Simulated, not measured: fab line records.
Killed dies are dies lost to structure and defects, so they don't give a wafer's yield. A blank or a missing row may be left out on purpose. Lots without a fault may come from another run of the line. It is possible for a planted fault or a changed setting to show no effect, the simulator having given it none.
The tool behind it: which one?    flow sfq-line    at 1 step of a route of 325, 14 lots with 42 wafers sampled

== WHAT THE GAUGES SHOWED, per wafer ==
The record holds no reading of a measuring or inspecting step that can be judged against a usual standard deviation.

== EACH LOT AND THE TOOL THAT RAN IT (in order: tool; ch and the chambers of the sampled wafers; start) ==
lot   SFQ_TRILAYER_C5_ETCH_VIA_ETCH_154
L293  rie-diel-04 ch 0,1,2, day 76 22:43
L294  rie-diel-02 ch 0,3, day 76 23:55
L295  rie-diel-01 ch 1,2,3, day 77 07:38
L296  rie-diel-04 ch 0,3, day 77 08:50
L297  rie-diel-02 ch 1,3, day 77 12:26
L305  rie-diel-04 ch 0,1,2, day 80 02:27
L306  rie-diel-04 ch 1,2,3, day 80 06:38
L310  rie-diel-01 ch 2,3, day 81 22:00
L311  rie-diel-01 ch 0,1,2, day 82 01:36
L312  rie-diel-04 ch 0,3, day 82 15:32
L313  rie-diel-02 ch 0,1,2, day 84 16:52
L314  rie-diel-04 ch 0,2,3, day 86 01:16
L315  rie-diel-02 ch 0,2,3, day 86 02:43
L316  rie-diel-04 ch 1,3, day 86 03:55
- SFQ_TRILAYER_C5_ETCH_VIA_ETCH_154: etches SiO2 in CHF3, stops on Nb, target depth 84 nm.

== WHAT THE TOOLS THEMSELVES READ (means of the sampled wafers that have a number; where no wafer has one, the mark that the record gives instead) ==
SFQ_TRILAYER_C5_ETCH_VIA_ETCH_154.
lot   tool         drypump-motor-current-A (A)  oes-product-au (a.u.)  rf-fwd-power-W (W)
L293  rie-diel-04  5.8                          0.892                  496.1
L294  rie-diel-02  5.5                          0.910                  497.5
L295  rie-diel-01  5.9                          0.894                  494.0
L296  rie-diel-04  5.3                          0.897                  496.6
L297  rie-diel-02  5.8                          0.903                  498.1
L305  rie-diel-04  5.8                          0.883                  468.0
L306  rie-diel-04  5.5                          0.903                  469.0
L310  rie-diel-01  5.7                          0.898                  495.5
L311  rie-diel-01  6.1                          0.890                  493.9
L312  rie-diel-04  5.4                          0.894                  497.0
L313  rie-diel-02  6.1                          0.895                  496.3
L314  rie-diel-04  5.6                          0.898                  494.6
L315  rie-diel-02  5.7                          0.898                  495.9
L316  rie-diel-04  5.2                          0.905                  498.5

== THE ANSWER, worked out from the rows above alone ==
Rule: what is usual is taken from the lots themselves. The widest of any qualifying gaps counts: lots, ordered by their means at a reading, are off when they make up no more than a third of the lots, leave a main group of 4 or more, and stand apart from it by 3 or more times the standard deviation of that group's means. If all means in a main group match to the digits the tables above print for the reading, that group is not used. Also off: a lot with no number at a reading for which 4 or more lots have one. Any other lot the step has rows for is counted as sound. Order of review: gauges by route order, followed by the tools' own readings, for which a lot's mean as printed above is used. At the first step where some lot is off, the reading lying furthest off is the one used; lots without a number count as furthest.
Off, at SFQ_TRILAYER_C5_ETCH_VIA_ETCH_154 on rf-fwd-power-W: L305, L306. For the main group the mean is 496.2 W and the standard deviation 1.4.
A tool fits if, at that step or a process step before it, it ran every lot that is off, and no sound lot after the first of them. None of those tried fits.

== WHAT THE SIMULATOR HAD PUT IN ==
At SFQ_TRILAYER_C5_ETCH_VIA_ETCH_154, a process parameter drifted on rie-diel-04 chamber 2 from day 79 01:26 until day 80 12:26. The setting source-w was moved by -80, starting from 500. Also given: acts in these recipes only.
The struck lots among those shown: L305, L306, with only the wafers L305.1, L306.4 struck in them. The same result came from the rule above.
